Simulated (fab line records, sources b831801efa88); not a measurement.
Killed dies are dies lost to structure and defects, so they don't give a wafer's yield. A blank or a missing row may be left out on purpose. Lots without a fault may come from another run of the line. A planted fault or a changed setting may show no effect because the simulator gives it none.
Chamber matching | flow sky130 | SKY_VIA1_HDPCVD_00 on hdpcvd-01: 3 sister chambers
The step deposits SiO2, target thk 1030 nm, time 171.7 s. 6 wafers are shown with their chamber, then 8 later ones without.

WAFERS WITH THEIR CHAMBER
wafer  | chamber | run_length_s (s) | sih4_flow_sccm (sccm)
L363.5 | 2       | 198.9            | 59.76
L374.3 | 2       | 199.6            | 59.86
L377.3 | 0       | 198.8            | 60.28
L377.4 | 1       | 199.8            | 59.86
L377.6 | 0       | 198.5            | 60.03
L378.1 | 1       | 199.6            | 60.27

WAFERS WITHOUT THEIR CHAMBER
wafer  | run_length_s (s) | sih4_flow_sccm (sccm)
L378.4 | 198.5            | 60.08
L378.5 | 199.0            | 60.10
L381.1 | 199.5            | 59.99
L381.3 | 199.2            | 60.17
L381.5 | 199.5            | 59.97
L383.1 | 199.6            | 59.99
L383.2 | 199.6            | 59.82
L383.6 | 200.4            | 60.14

WHICH CHAMBER EACH WENT THROUGH
wafer  | from the rows above          | in truth
L378.4 | 0                            | 0
L378.5 | can't be placed: 0 or 2 or 1 | 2
L381.1 | can't be placed: 1 or 2      | 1
L381.3 | can't be placed: 1 or 0 or 2 | 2
L381.5 | can't be placed: 1 or 2      | 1
L383.1 | can't be placed: 1 or 2      | 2
L383.2 | can't be placed: 2 or 1      | 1
L383.6 | can't be placed: 1 or 2      | 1
Placed correctly: 1 of 8. Can't be placed from these rows: 7 (the true chamber is among the candidates in 7). Placed wrongly: 0.
How it was worked out, from the rows above alone: a wafer's distance from a chamber is the root of the sum, over the readings, of the square of ((its reading less the chamber's mean) divided by the reading's scatter). The wafer belongs to the nearest chamber; if the next one is less than 2 further off, it can't be placed. A chamber's mean is the mean of its shown wafers. The scatter: the root of (the sum of the squares of (reading less its chamber's mean) over the shown wafers, divided by (wafers less chambers)).
